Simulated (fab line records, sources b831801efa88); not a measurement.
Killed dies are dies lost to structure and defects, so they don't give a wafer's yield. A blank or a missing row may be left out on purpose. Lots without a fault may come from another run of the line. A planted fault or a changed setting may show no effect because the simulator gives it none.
fab line records | flow sky130
record lots=24 wafers=72 last_day=50
route steps=708 shown PWDE@52 METAL3@563 METAL4@635 METAL5@675
lots that met no fault: from a run of the same line without faults
start_h: hours from the record's first day to the start of the lot's first wafer shown | wait_h: hours since the lot's step before | " the same as in the row above | L1.1+2: a row that stands for several wafers | - no value, or no start given | * or withheld: withheld | < > ~ a bound
route shown NAME@n: a module of which the file shows steps, and the number in the route of the first | usual: mean/standard deviation of fault-free wafers | same: alike in all rows | chamber/n: place in a boat | sites: the reading at each site | _std_site: their standard deviation | _edge_site: outer sites' mean less inner sites' | radius_mm: how far each site lies from the wafer's centre | mask NAME#n: copy n | behind: the tool/chamber that last shaped the wafer | hold: why the lot was held/for how many hours/how that ended | device: the transistor (n, p or np) that didn't switch | end of line: the same wafers' tests at the end of the route | a step without rows: its recipe alone | killed: dies lost to structure and defects at the first sort, not the wafer's yield | map: a wafer's dies, x killed, . not, _ none there
set.NAME: the setting as run; set.NAME@STEP: as run at that earlier step | model.NAME: the simulator's own value behind a step, which no gauge read
steps of the route over a sample of lots; a table a step, a row a wafer
services: from which hour (start_h, from the record's first day; less than 0 if before it) a tool's chamber was out of use, for how many hours, and why
## steps
# step SKY_PWDE_OVL_MEAS_07
# usual PWDE_OVL=0.2/1.4
# columns lot.wafer tool chamber start_h wait_h PWDE_OVL[nm]
L074.1 overlay-01 - 70.77 - 0.7
L074.3 " - " " -1.2
L074.5 " - " " 0.2
L075.2 overlay-02 - 76.11 - -0.1
L075.3 " - " " 0.4
L075.6 " - " " -0.6
L076.1 overlay-02 - 79.97 - 0.2
L076.2 " - " " -2.7
L076.6 " - " " 0.7
L077.1 overlay-02 - 84.82 - -0.3
L077.2 " - " " -0.5
L077.5 " - " " -0.4
L078.1 overlay-01 - 93.17 - 0.9
L078.2 " - " " 0.0
L078.3 " - " " 2.5
L079.1 overlay-01 - 107.45 - -0.5
L079.2 " - " " -2.1
L079.6 " - " " 0.6
L081.3 overlay-02 - 111.33 - -1.8
L081.4 " - " " -0.9
L081.6 " - " " -0.1
L080.3 overlay-02 - 111.61 - 1.2
L080.4 " - " " 4.4
L080.5 " - " " 3.0
L082.1 overlay-01 - 112.97 - -0.2
L082.2 " - " " -2.0
L082.3 " - " " -0.2
L083.1 overlay-01 - 119.12 - -0.5
L083.3 " - " " -2.5
L083.6 " - " " -3.4
L084.2 overlay-01 - 126.78 - -1.0
L084.5 " - " " 0.6
L084.6 " - " " 0.1
L085.1 overlay-02 - 137.65 - 1.4
L085.5 " - " " 0.7
L085.6 " - " " 1.7
L087.1 overlay-02 - 146.57 - 2.0
L087.3 " - " " 0.5
L087.4 " - " " 1.0
L086.2 overlay-02 - 146.93 - -0.6
L086.4 " - " " 0.5
L086.5 " - " " 1.1
L088.2 overlay-01 - 152.88 - 0.2
L088.3 " - " " -0.1
L088.6 " - " " -0.3
L089.1 overlay-02 - 158.90 - -0.6
L089.2 " - " " 0.7
L089.5 " - " " -1.2
L090.2 overlay-02 - 161.77 - 0.2
L090.3 " - " " 2.3
L090.4 " - " " -0.8
L091.1 overlay-02 - 166.50 - 2.2
L091.2 " - " " -0.6
L091.5 " - " " -0.4
L093.3 overlay-02 - 175.41 - 0.0
L093.5 " - " " -0.5
L093.6 " - " " -0.2
L092.1 overlay-02 - 176.62 - -1.0
L092.4 " - " " 0.1
L092.5 " - " " -0.5
L094.1 overlay-01 - 181.87 - 3.0
L094.3 " - " " 0.2
L094.4 " - " " -0.9
L095.2 overlay-02 - 188.36 - 1.9
L095.3 " - " " 2.0
L095.4 " - " " 1.4
L096.3 overlay-01 - 192.34 - 3.4
L096.4 " - " " 0.8
L096.5 " - " " -0.5
L097.1 overlay-02 - 197.02 - -0.2
L097.2 " - " " 0.0
L097.5 " - " " -1.0
# step SKY_PWDE_STRIP_09
# recipe chemistry=O2/N2 power_w=1400 pressure_mtorr=1500 platen_temp_c=withheld o2_flow_sccm=3000 n2_flow_sccm=300 overash_fraction=0.5
# usual chamber_pressure_mTorr=1500.0/1.4 drypump_motor_current_A=5.93/0.23 oes_product_au=0.723/0.0042 strip_time_to_endpoint_s=36.80/0.094
# columns lot.wafer tool chamber start_h wait_h chamber_pressure_mTorr drypump_motor_current_A oes_product_au rf_hours_counter_h strip_time_to_endpoint_s
L074.1 plasma_asher-03 0 70.96 0.1 1497.3 6.21 0.720 25 36.79
L074.3 " 0 " " 1499.7 6.16 0.722 - 36.84
L074.5 " 1 " " 1501.1 6.31 0.714 - 36.83
L075.2 plasma_asher-02 1 76.29 0.1 1500.4 5.74 0.717 41 36.95
L075.3 " 0 " " 1499.6 5.80 0.720 - 36.81
L075.6 " 0 " " 1496.7 5.83 0.718 - 36.89
L076.1 plasma_asher-04 0 80.16 0.1 1499.8 6.04 0.723 37 36.75
L076.2 " 1 " " 1498.9 5.56 0.726 37 36.70
L076.6 " 1 " " 1499.4 5.54 0.722 - 36.71
L077.1 plasma_asher-04 1 85.01 0.1 1500.8 5.53 0.730 38 37.00
L077.2 " 0 " " 1500.5 5.99 0.720 38 36.82
L077.5 " 0 " " 1502.0 5.96 0.717 - 36.92
L078.1 plasma_asher-02 0 93.36 0.1 1499.4 5.84 0.727 43 36.86
L078.2 " 1 " " 1498.3 5.77 0.725 43 36.78
L078.3 " 1 " " 1501.8 5.77 0.726 - 36.82
L079.1 plasma_asher-03 1 107.64 0.1 1499.9 6.29 0.722 29 36.78
L079.2 " 0 " " 1500.6 6.17 0.728 29 36.76
L079.6 " 0 " " 1500.4 6.17 0.726 - 36.81
L081.3 plasma_asher-02 0 111.54 0.1 1498.2 5.84 0.725 - 36.77
L081.4 " 1 " " 1499.1 5.75 0.725 - 36.71
L081.6 " 1 " " 1499.7 5.76 0.724 - 36.74
L080.3 plasma_asher-03 1 111.82 0.1 1501.5 6.28 0.723 - 36.74
L080.4 " 0 " " 1499.3 6.19 0.719 - 36.79
L080.5 " 1 " " 1501.1 6.25 0.716 - 36.81
L082.1 plasma_asher-02 0 113.16 0.1 1499.9 5.80 0.714 45 36.86
L082.2 " 1 " " 1499.6 5.76 0.724 45 36.93
L082.3 " 0 " " 1498.2 5.82 0.718 - 36.92
L083.1 plasma_asher-04 1 119.31 0.1 1500.0 5.55 0.720 42 36.82
L083.3 " 1 " " 1500.0 5.55 0.723 - 36.85
L083.6 " 1 " " 1500.0 5.57 0.724 - 36.90
L084.2 plasma_asher-04 0 126.96 0.1 1499.0 5.98 0.723 42 36.82
L084.5 " 0 " " 1500.5 5.98 0.721 - 36.80
L084.6 " 1 " " 1499.4 5.57 0.724 - 36.88
L085.1 plasma_asher-02 1 137.84 0.1 1501.5 5.77 0.720 48 36.75
L085.5 " 1 " " 1500.6 5.73 0.720 - 36.80
L085.6 " 0 " " 1497.5 5.83 0.724 - 36.79
L087.1 plasma_asher-02 0 146.75 0.1 1500.5 5.81 0.722 48 36.97
L087.3 " 1 " " 1501.0 5.79 0.715 - 36.84
L087.4 " 0 " " 1498.8 5.80 0.715 - 36.77
L086.2 plasma_asher-02 1 147.11 0.1 1500.2 5.77 0.720 48 36.66
L086.4 " 0 " " 1497.8 5.85 0.719 - 36.68
L086.5 " 0 " " 1500.1 5.84 0.721 - 36.67
L088.2 plasma_asher-02 1 153.06 0.1 1502.0 5.77 0.724 49 36.89
L088.3 " 0 " " 1501.0 5.86 0.723 - 36.80
L088.6 " 1 " " 1501.2 5.75 0.726 - 36.86
L089.1 plasma_asher-03 1 159.09 0.1 1502.6 6.29 0.724 35 36.75
L089.2 " 0 " " 1499.9 6.14 0.719 35 36.69
L089.5 " 1 " " 1500.7 6.26 0.711 - 36.73
L090.2 plasma_asher-03 1 161.95 0.1 1499.3 6.28 0.729 35 36.70
L090.3 " 1 " " 1500.3 6.29 0.720 - 36.87
L090.4 " 0 " " 1500.0 6.15 0.725 - 36.81
L091.1 plasma_asher-02 0 166.69 0.1 1498.5 5.83 0.716 50 36.90
L091.2 " 1 " " 1499.8 5.78 0.720 50 36.86
L091.5 " 0 " " 1497.3 5.80 0.728 - 36.82
L093.3 plasma_asher-03 1 175.62 0.1 1501.2 6.26 0.720 - 36.76
L093.5 " 1 " " 1500.2 6.24 0.726 - 36.80
L093.6 " 0 " " 1498.2 6.19 0.722 - 36.79
L092.1 plasma_asher-02 1 176.81 0.1 1501.2 5.76 0.733 51 36.56
L092.4 " 1 " " 1497.5 5.77 0.724 - 36.68
L092.5 " 1 " " 1503.3 5.76 0.725 - 36.63
L094.1 plasma_asher-04 1 182.05 0.1 1498.3 5.55 0.722 48 36.55
L094.3 " 0 " " 1501.3 5.97 0.730 - 36.55
L094.4 " 1 " " 1499.6 5.56 0.722 - 36.63
L095.2 plasma_asher-03 1 188.54 0.1 1501.6 6.25 0.719 38 36.79
L095.3 " 1 " " 1503.3 6.26 0.721 - 36.85
L095.4 " 0 " " 1501.8 6.15 0.720 - 36.71
L096.3 plasma_asher-03 0 192.54 0.1 1500.4 6.11 0.732 - 36.97
L096.4 " 1 " " 1500.9 6.30 0.726 - 36.95
L096.5 " 0 " " 1500.4 6.16 0.723 - 36.88
L097.1 plasma_asher-02 0 197.20 0.1 1501.2 5.82 0.723 53 36.77
L097.2 " 1 " " 1499.0 5.78 0.718 53 36.75
L097.5 " 1 " " 1501.9 5.79 0.726 - 36.88
# step SKY_METAL3_CD_MEAS_13
# recipe target_cd_nm=300
# usual cd_nm=300.0/1.4
# columns lot.wafer tool chamber start_h wait_h cd_nm
L074.1 cd_sem-02 - 904.92 - 300.7
L074.3 " - " " 301.1
L074.5 " - " " 300.1
L075.2 cd_sem-02 - 906.29 - 299.3
L075.3 " - " " 298.0
L075.6 " - " " 299.9
L077.1 cd_sem-02 - 927.57 - 300.4
L077.2 " - " " 300.1
L077.5 " - " " 301.5
L076.1 cd_sem-02 - 927.87 - 300.3
L076.2 " - " " 302.2
L076.6 " - " " 301.8
L078.1 cd_sem-02 - 936.51 - 299.7
L078.2 " - " " 300.2
L078.3 " - " " 300.0
L079.1 cd_sem-02 - 957.01 - 301.2
L079.2 " - " " 301.1
L079.6 " - " " 301.5
L080.3 cd_sem-02 - 957.71 - 297.7
L080.4 " - " " 298.1
L080.5 " - " " 298.8
L081.3 cd_sem-02 - 958.31 - 298.6
L081.4 " - " " 298.6
L081.6 " - " " 297.7
L082.1 cd_sem-02 - 965.31 - 299.9
L082.2 " - " " 299.4
L082.3 " - " " 300.7
L083.1 cd_sem-02 - 978.02 - 301.0
L083.3 " - " " 300.0
L083.6 " - " " 301.9
L084.2 cd_sem-02 - 981.64 - 300.6
L084.5 " - " " 301.3
L084.6 " - " " 301.8
L085.1 cd_sem-02 - 989.97 - 299.2
L085.5 " - " " 298.8
L085.6 " - " " 298.8
L087.1 cd_sem-01 - 1005.17 - 298.7
L087.3 " - " " 298.3
L087.4 " - " " 299.0
L086.2 cd_sem-02 - 1007.19 - 298.8
L086.4 " - " " 298.3
L086.5 " - " " 299.6
L088.2 cd_sem-01 - 1010.19 - 300.0
L088.3 " - " " 302.8
L088.6 " - " " 302.3
L090.2 cd_sem-02 - 1027.53 - 297.1
L090.3 " - " " 297.9
L090.4 " - " " 296.8
L089.1 cd_sem-01 - 1028.16 - 298.8
L089.2 " - " " 299.6
L089.5 " - " " 299.6
L091.1 cd_sem-01 - 1029.77 - 300.4
L091.2 " - " " 300.2
L091.5 " - " " 299.3
L093.3 cd_sem-02 - 1034.46 - 302.5
L093.5 " - " " 302.5
L093.6 " - " " 301.4
L092.1 cd_sem-01 - 1035.57 - 300.0
L092.4 " - " " 299.6
L092.5 " - " " 300.1
L094.1 cd_sem-02 - 1038.46 - 299.9
L094.3 " - " " 300.4
L094.4 " - " " 298.7
L096.3 cd_sem-01 - 1052.71 - 301.7
L096.4 " - " " 301.4
L096.5 " - " " 301.2
L095.2 cd_sem-02 - 1052.84 - 299.6
L095.3 " - " " 300.2
L095.4 " - " " 301.1
L097.1 cd_sem-02 - 1056.92 - 301.1
L097.2 " - " " 301.8
L097.5 " - " " 301.7
# step SKY_METAL4_STRIP_19
# recipe chemistry=O2/N2 power_w=1400 pressure_mtorr=1500 platen_temp_c=withheld o2_flow_sccm=3000 n2_flow_sccm=300 overash_fraction=0.5
# usual chamber_pressure_mTorr=1499.9/1.4 drypump_motor_current_A=5.6/0.35 oes_product_au=0.500/0.0067 strip_time_to_endpoint_s=6.49/0.11
# columns lot.wafer tool chamber start_h wait_h chamber_pressure_mTorr drypump_motor_current_A oes_product_au rf_hours_counter_h strip_time_to_endpoint_s
L074.1 plasma_asher-02 1 980.96 0.1 1498.3 5.8 0.498 54 6.54
L074.3 " 1 " " 1500.7 5.8 0.493 - 6.37
L074.5 " 1 " " 1499.4 5.8 0.501 - 6.47
L075.2 plasma_asher-04 0 984.61 0.1 1500.8 6.0 0.498 22 6.39
L075.3 " 0 " " 1497.8 6.0 0.496 - 6.44
L075.6 " 0 " " 1500.6 6.0 0.484 - 6.33
L077.1 plasma_asher-02 0 1003.13 0.1 1499.5 5.8 0.489 56 6.48
L077.2 " 1 " " 1499.9 5.8 0.499 56 6.39
L077.5 " 1 " " 1499.8 5.7 0.489 - 6.30
L076.1 plasma_asher-04 0 1004.10 0.1 1500.6 6.0 0.512 24 6.69
L076.2 " 1 " " 1501.3 5.6 0.500 24 6.54
L076.6 " 1 " " 1500.6 5.6 0.506 - 6.60
L078.1 plasma_asher-02 0 1012.40 0.1 1498.7 5.8 0.511 57 6.60
L078.2 " 1 " " 1500.7 5.8 0.507 57 6.58
L078.3 " 1 " " 1500.2 5.8 0.507 - 6.61
L080.3 plasma_asher-01 0 1031.58 0.1 1500.9 5.0 0.508 - 6.50
L080.4 " 1 " " 1499.6 5.4 0.506 - 6.56
L080.5 " 0 " " 1499.0 5.0 0.493 - 6.48
L079.1 plasma_asher-01 1 1031.88 0.1 1500.6 5.4 0.501 92 6.43
L079.2 " 0 " " 1498.1 5.0 0.490 92 6.35
L079.6 " 1 " " 1502.8 5.4 0.501 - 6.42
L081.3 plasma_asher-04 0 1032.34 0.1 1501.0 6.0 0.493 - 6.42
L081.4 " 1 " " 1499.0 5.6 0.508 - 6.57
L081.6 " 0 " " 1498.5 6.0 0.503 - 6.57
L082.1 plasma_asher-01 1 1038.98 0.1 1499.4 5.4 0.501 92 6.40
L082.2 " 0 " " 1499.0 5.0 0.506 92 6.47
L082.3 " 0 " " 1501.1 4.9 0.495 - 6.44
L083.1 plasma_asher-04 0 1050.46 0.1 1501.1 6.0 0.492 28 6.31
L083.3 " 1 " " 1497.0 5.6 0.495 - 6.33
L083.6 " 1 " " 1498.6 5.5 0.496 - 6.29
L084.2 plasma_asher-01 0 1054.47 0.1 1501.8 4.9 0.494 94 6.48
L084.5 " 1 " " 1500.6 5.4 0.501 - 6.51
L084.6 " 0 " " 1499.3 4.9 0.500 - 6.48
L085.1 plasma_asher-01 1 1061.86 0.1 1498.5 5.4 0.500 96 6.57
L085.5 " 1 " " 1499.8 5.4 0.503 - 6.58
L085.6 " 0 " " 1497.9 4.9 0.496 - 6.46
L087.1 plasma_asher-04 1 1075.26 0.1 1499.2 5.6 0.486 31 6.31
L087.3 " 1 " " 1497.8 5.6 0.496 - 6.35
L087.4 " 0 " " 1503.5 6.0 0.490 - 6.26
L086.2 plasma_asher-01 1 1078.11 0.1 1500.0 5.4 0.493 97 6.36
L086.4 " 0 " " 1499.6 4.9 0.509 - 6.64
L086.5 " 0 " " 1498.6 4.9 0.495 - 6.44
L088.2 plasma_asher-01 1 1080.08 0.1 1501.5 5.4 0.515 98 6.56
L088.3 " 1 " " 1497.1 5.4 0.497 - 6.48
L088.6 " 0 " " 1498.9 4.9 0.499 - 6.53
L090.2 plasma_asher-02 0 1097.38 0.2 1500.4 5.8 0.504 64 6.60
L090.3 " 1 " " 1498.3 5.8 0.504 - 6.59
L090.4 " 0 " " 1498.9 5.8 0.502 - 6.62
L089.1 plasma_asher-04 1 1098.50 0.1 1500.8 5.5 0.503 34 6.62
L089.2 " 0 " " 1500.2 6.0 0.496 34 6.41
L089.5 " 1 " " 1499.7 5.5 0.511 - 6.58
L091.1 plasma_asher-02 0 1098.98 0.1 1498.3 5.8 0.491 64 6.36
L091.2 " 1 " " 1502.7 5.8 0.488 64 6.25
L091.5 " 0 " " 1500.3 5.8 0.496 - 6.33
L093.3 plasma_asher-04 1 1103.52 0.1 1500.2 5.5 0.502 - 6.43
L093.5 " 0 " " 1499.6 6.0 0.501 - 6.39
L093.6 " 1 " " 1499.3 5.6 0.503 - 6.44
L092.1 plasma_asher-04 0 1104.15 0.1 1499.5 6.0 0.512 35 6.60
L092.4 " 1 " " 1499.2 5.6 0.510 - 6.68
L092.5 " 1 " " 1500.7 5.6 0.507 - 6.59
L094.1 plasma_asher-01 1 1106.15 0.1 1497.8 5.5 0.501 100 6.53
L094.3 " 0 " " 1500.9 5.0 0.509 - 6.52
L094.4 " 1 " " 1500.1 5.4 0.505 - 6.57
L096.3 plasma_asher-04 0 1119.37 0.1 1500.0 6.0 0.500 - 6.61
L096.4 " 1 " " 1499.0 5.6 0.500 - 6.59
L096.5 " 0 " " 1496.9 6.0 0.506 - 6.57
L095.2 plasma_asher-04 0 1120.21 0.1 1500.3 6.0 0.506 36 6.59
L095.3 " 0 " " 1503.3 6.0 0.507 - 6.57
L095.4 " 1 " " 1500.7 5.6 0.499 - 6.51
L097.1 plasma_asher-01 1 1123.64 0.1 1500.7 5.4 0.505 102 6.65
L097.2 " 0 " " 1501.2 4.9 0.507 102 6.60
L097.5 " 0 " " 1498.9 4.9 0.509 - 6.66
# step SKY_METAL5_DESCUM_14
# recipe chemistry=O2 source_power_w=150 bias_power_w=0 pressure_mtorr=10 temp_c=40 time_s=11
# usual chamber_pressure_mTorr=9.999/0.0083 drypump_motor_current_A=5.94/0.16 oes_product_au=1.005/0.02
# columns lot.wafer tool chamber start_h wait_h chamber_pressure_mTorr drypump_motor_current_A oes_product_au rf_hours_counter_h
L074.1 rie_metal-01 0 1028.70 0.1 10.000 5.71 0.977 15
L074.3 " 0 " " 9.981 5.74 0.976 -
L074.5 " 0 " " 10.003 5.72 0.981 -
L075.2 rie_metal-02 1 1032.50 0.1 10.008 5.88 1.012 15
L075.3 " 0 " " 10.003 6.22 1.028 -
L075.6 " 0 " " 10.002 6.24 1.028 -
L077.1 rie_metal-02 1 1049.46 0.1 9.995 5.87 1.017 16
L077.2 " 0 " " 9.996 6.23 1.023 8
L077.5 " 0 " " 9.994 6.23 1.025 -
L076.1 rie_metal-03 0 1051.67 0.1 10.015 5.86 0.976 15
L076.2 " 1 " " 9.998 5.98 0.981 22
L076.6 " 0 " " 10.000 5.87 0.986 -
L078.1 rie_metal-03 0 1059.02 0.1 10.001 5.80 0.996 16
L078.2 " 1 " " 10.000 5.99 0.993 23
L078.3 " 0 " " 10.000 5.84 0.999 -
L080.3 rie_metal-03 0 1077.57 0.1 10.002 5.83 0.994 -
L080.4 " 1 " " 9.984 6.00 0.990 -
L080.5 " 0 " " 9.990 5.82 0.997 -
L079.1 rie_metal-01 0 1077.86 0.1 10.011 5.73 0.981 17
L079.2 " 1 " " 10.000 5.99 1.024 1
L079.6 " 0 " " 9.991 5.73 0.988 -
L081.3 rie_metal-03 0 1078.87 0.1 10.002 5.85 0.993 -
L081.4 " 1 " " 10.008 5.98 0.996 -
L081.6 " 1 " " 9.995 5.98 0.996 -
L082.1 rie_metal-01 0 1084.75 0.1 9.994 5.70 0.969 18
L082.2 " 1 " " 9.994 6.00 1.019 2
L082.3 " 0 " " 9.984 5.72 0.971 -
L083.1 rie_metal-01 0 1095.11 0.1 10.009 5.76 0.986 19
L083.3 " 0 " " 10.004 5.72 0.967 -
L083.6 " 1 " " 9.995 6.00 1.026 -
L084.2 rie_metal-03 0 1099.61 0.1 10.008 5.86 1.000 19
L084.5 " 0 " " 9.997 5.83 1.008 -
L084.6 " 1 " " 9.990 6.01 1.002 -
L085.1 rie_metal-02 0 1105.96 0.1 9.997 6.23 1.032 12
L085.5 " 0 " " 9.996 6.27 1.027 -
L085.6 " 1 " " 10.008 5.85 1.029 -
L087.1 rie_metal-02 1 1118.72 0.1 9.997 5.89 1.020 22
L087.3 " 0 " " 9.995 6.23 1.016 -
L087.4 " 1 " " 10.006 5.89 1.009 -
L086.2 rie_metal-03 1 1122.02 0.1 9.994 6.01 0.998 2
L086.4 " 1 " " 10.001 6.01 0.986 -
L086.5 " 0 " " 9.993 5.84 0.982 -
L088.2 rie_metal-01 0 1123.45 0.1 10.006 5.79 0.974 21
L088.3 " 1 " " 9.999 5.98 1.029 -
L088.6 " 1 " " 10.004 6.00 1.030 -
L090.2 rie_metal-03 0 1139.11 0.1 10.001 5.87 0.980 22
L090.3 " 0 " " 9.993 5.83 0.984 -
L090.4 " 1 " " 9.989 5.99 0.977 -
L089.1 rie_metal-01 1 1139.80 0.1 10.012 6.02 1.018 6
L089.2 " 0 " " 9.983 5.73 0.981 22
L089.5 " 0 " " 10.000 5.74 0.980 -
L091.1 rie_metal-02 0 1140.97 0.1 9.996 6.24 1.027 14
L091.2 " 1 " " 10.001 5.88 1.027 24
L091.5 " 1 " " 10.004 5.87 1.015 -
L093.3 rie_metal-02 1 1145.34 0.1 10.002 5.86 1.017 -
L093.5 " 1 " " 9.996 5.90 1.025 -
L093.6 " 0 " " 9.994 6.24 1.025 -
L092.1 rie_metal-02 0 1146.45 0.1 9.987 6.24 1.032 15
L092.4 " 1 " " 10.003 5.86 1.028 -
L092.5 " 1 " " 9.992 5.85 1.025 -
L094.1 rie_metal-01 1 1147.66 0.1 9.995 6.01 1.032 7
L094.3 " 1 " " 9.984 6.00 1.022 -
L094.4 " 0 " " 9.991 5.73 0.991 -
L096.3 rie_metal-02 1 1159.14 0.1 10.006 5.86 1.014 -
L096.4 " 0 " " 10.000 6.23 1.025 -
L096.5 " 0 " " 9.994 6.25 1.025 -
L095.2 rie_metal-01 1 1160.40 0.1 10.018 6.01 1.018 8
L095.3 " 0 " " 9.982 5.72 0.982 -
L095.4 " 1 " " 10.006 5.99 1.029 -
L097.1 rie_metal-01 0 1163.52 0.1 9.992 5.75 0.985 24
L097.2 " 1 " " 9.993 5.99 1.027 8
L097.5 " 1 " " 10.000 6.01 1.026 -
# step SKY_METAL5_METAL_ETCH_15
# recipe target_depth_a=12600 stop_on=SiO2 over_etch_frac=0.2 time_s=252 chemistry=Cl2/BCl3 resist_sidewall_deg=86 pressure_mtorr=10 icp_w=900 bias_w=48.5 Cl2_flow_sccm=60 bcl3_flow_sccm=30
# usual chamber_pressure_mTorr=9.998/0.01 drypump_motor_current_A=5.94/0.16 mfc_cl2_sccm=60.03/0.16 oes_product_au=0.894/0.0051 throttle_valve_pct=22.265/0.0086
# same over_etch_frac=0.2
# columns lot.wafer tool chamber start_h wait_h chamber_pressure_mTorr drypump_motor_current_A mfc_cl2_sccm oes_product_au rf_hours_counter_h throttle_valve_pct
L074.1 rie_metal-01 0 1028.77 0.1 9.986 5.76 60.18 0.887 15 22.260
L074.3 " 0 " " 9.986 5.78 60.18 0.887 - 22.258
L074.5 " 0 " " 9.997 5.74 60.09 0.898 - 22.259
L075.2 rie_metal-02 1 1032.54 0.0 10.005 5.87 59.88 0.887 15 22.248
L075.3 " 0 " " 10.006 6.23 60.14 0.891 - 22.262
L075.6 " 0 " " 9.997 6.24 59.99 0.894 - 22.256
L077.1 rie_metal-02 1 1049.49 0.0 9.980 5.91 60.36 0.889 16 22.265
L077.2 " 0 " " 10.001 6.21 60.08 0.889 8 22.266
L077.5 " 0 " " 10.001 6.23 60.31 0.897 - 22.270
L076.1 rie_metal-03 0 1051.71 0.0 10.006 5.87 60.09 0.885 15 22.271
L076.2 " 1 " " 9.981 5.98 59.99 0.895 22 22.274
L076.6 " 0 " " 10.002 5.87 59.88 0.892 - 22.265
L078.1 rie_metal-03 0 1059.06 0.0 10.010 5.83 59.69 0.888 16 22.253
L078.2 " 1 " " 10.015 5.99 60.06 0.893 23 22.276
L078.3 " 0 " " 10.012 5.84 60.24 0.895 - 22.258
L080.3 rie_metal-03 0 1077.67 0.1 9.987 5.84 60.08 0.896 - 22.257
L080.4 " 1 " " 9.990 6.01 59.84 0.895 - 22.273
L080.5 " 0 " " 9.992 5.86 60.07 0.893 - 22.266
L079.1 rie_metal-01 0 1077.90 0.0 9.994 5.74 59.90 0.893 17 22.271
L079.2 " 1 " " 10.007 6.03 60.06 0.892 1 22.270
L079.6 " 0 " " 10.004 5.76 59.58 0.894 - 22.258
L081.3 rie_metal-03 0 1078.97 0.1 9.983 5.84 59.99 0.888 - 22.274
L081.4 " 1 " " 9.997 6.01 59.93 0.898 - 22.265
L081.6 " 1 " " 10.008 5.99 59.76 0.891 - 22.257
L082.1 rie_metal-01 0 1084.79 0.0 10.004 5.77 60.07 0.885 18 22.272
L082.2 " 1 " " 10.017 6.00 59.99 0.900 2 22.264
L082.3 " 0 " " 9.998 5.79 59.99 0.897 - 22.278
L083.1 rie_metal-01 0 1095.15 0.0 10.008 5.72 60.04 0.894 19 22.256
L083.3 " 0 " " 10.006 5.72 59.94 0.901 - 22.254
L083.6 " 1 " " 9.990 5.99 60.18 0.899 - 22.266
L084.2 rie_metal-03 0 1099.65 0.0 9.997 5.83 60.09 0.890 19 22.261
L084.5 " 0 " " 10.015 5.82 59.95 0.888 - 22.264
L084.6 " 1 " " 9.992 6.01 59.98 0.896 - 22.276
L085.1 rie_metal-02 0 1106.00 0.0 9.990 6.22 59.84 0.888 12 22.266
L085.5 " 0 " " 9.984 6.25 59.79 0.901 - 22.272
L085.6 " 1 " " 9.985 5.88 60.17 0.893 - 22.265
L087.1 rie_metal-02 1 1118.76 0.0 10.008 5.87 60.06 0.897 22 22.266
L087.3 " 0 " " 10.008 6.25 60.15 0.889 - 22.253
L087.4 " 1 " " 9.989 5.88 60.26 0.902 - 22.271
L086.2 rie_metal-03 1 1122.06 0.0 9.982 6.00 59.95 0.893 2 22.256
L086.4 " 1 " " 10.003 6.00 60.05 0.896 - 22.263
L086.5 " 0 " " 10.010 5.86 59.93 0.894 - 22.270
L088.2 rie_metal-01 0 1123.49 0.0 10.003 5.74 60.01 0.902 21 22.262
L088.3 " 1 " " 9.989 5.99 60.15 0.886 - 22.284
L088.6 " 1 " " 10.000 6.03 60.24 0.896 - 22.263
L090.2 rie_metal-03 0 1139.15 0.0 10.000 5.85 59.94 0.893 22 22.261
L090.3 " 0 " " 10.001 5.84 59.98 0.889 - 22.284
L090.4 " 1 " " 9.997 6.01 60.19 0.897 - 22.256
L089.1 rie_metal-01 1 1139.84 0.0 9.994 5.99 60.11 0.895 6 22.257
L089.2 " 0 " " 10.013 5.71 60.09 0.891 22 22.258
L089.5 " 0 " " 10.003 5.71 59.90 0.902 - 22.257
L091.1 rie_metal-02 0 1141.01 0.0 10.000 6.23 59.90 0.895 14 22.262
L091.2 " 1 " " 9.991 5.86 59.93 0.894 24 22.270
L091.5 " 1 " " 10.008 5.85 60.24 0.906 - 22.258
L093.3 rie_metal-02 1 1145.44 0.1 9.989 5.86 60.01 0.894 - 22.257
L093.5 " 1 " " 10.001 5.86 60.25 0.900 - 22.261
L093.6 " 0 " " 10.000 6.25 59.76 0.893 - 22.264
L092.1 rie_metal-02 0 1146.49 0.0 9.994 6.20 60.08 0.898 15 22.248
L092.4 " 1 " " 9.988 5.88 60.04 0.892 - 22.265
L092.5 " 1 " " 9.999 5.91 60.10 0.900 - 22.267
L094.1 rie_metal-01 1 1147.70 0.0 10.001 5.99 60.08 0.882 7 22.263
L094.3 " 1 " " 9.999 5.97 59.91 0.900 - 22.256
L094.4 " 0 " " 10.008 5.79 59.86 0.892 - 22.264
L096.3 rie_metal-02 1 1159.24 0.1 9.996 5.87 60.22 0.896 - 22.263
L096.4 " 0 " " 9.995 6.25 59.84 0.900 - 22.272
L096.5 " 0 " " 10.004 6.25 59.98 0.891 - 22.295
L095.2 rie_metal-01 1 1160.44 0.0 10.005 6.03 59.86 0.892 8 22.264
L095.3 " 0 " " 9.995 5.75 60.17 0.901 - 22.254
L095.4 " 1 " " 9.987 6.03 59.99 0.893 - 22.277
L097.1 rie_metal-01 0 1163.56 0.0 9.996 5.73 59.96 0.893 25 22.261
L097.2 " 1 " " 9.971 6.02 60.17 0.889 8 22.265
L097.5 " 1 " " 9.980 6.00 60.33 0.890 - 22.269
## services
# columns tool chamber start_h hours kind
rie_metal-02 1 85.78 19.1 repair
plasma_asher-02 - 141.83 1.6 repair
rie_metal-01 - 174.99 1.2 repair
rie_metal-02 - 246.92 1.4 pm
rie_metal-01 0 278.39 1.0 repair
rie_metal-02 - 301.24 14.6 pm
plasma_asher-02 - 396.24 5.7 repair
plasma_asher-02 - 421.25 9.0 pm
plasma_asher-02 - 433.46 14.6 pm
rie_metal-01 - 576.34 2.8 pm
plasma_asher-02 - 604.87 2.8 pm
rie_metal-01 - 759.48 14.6 pm
rie_metal-02 1 771.68 11.1 repair
rie_metal-01 - 802.96 15.6 pm
plasma_asher-02 - 803.04 0.3 repair
rie_metal-02 1 827.87 8.8 repair
rie_metal-01 1 831.32 18.4 repair
rie_metal-01 - 878.92 0.6 repair
plasma_asher-02 - 917.19 4.8 repair
rie_metal-02 - 936.99 10.0 pm
rie_metal-01 - 1040.26 28.1 pm
rie_metal-02 0 1052.77 5.5 repair
plasma_asher-02 - 1053.56 4.3 pm
rie_metal-01 - 1101.61 1.4 pm
## key
fault none
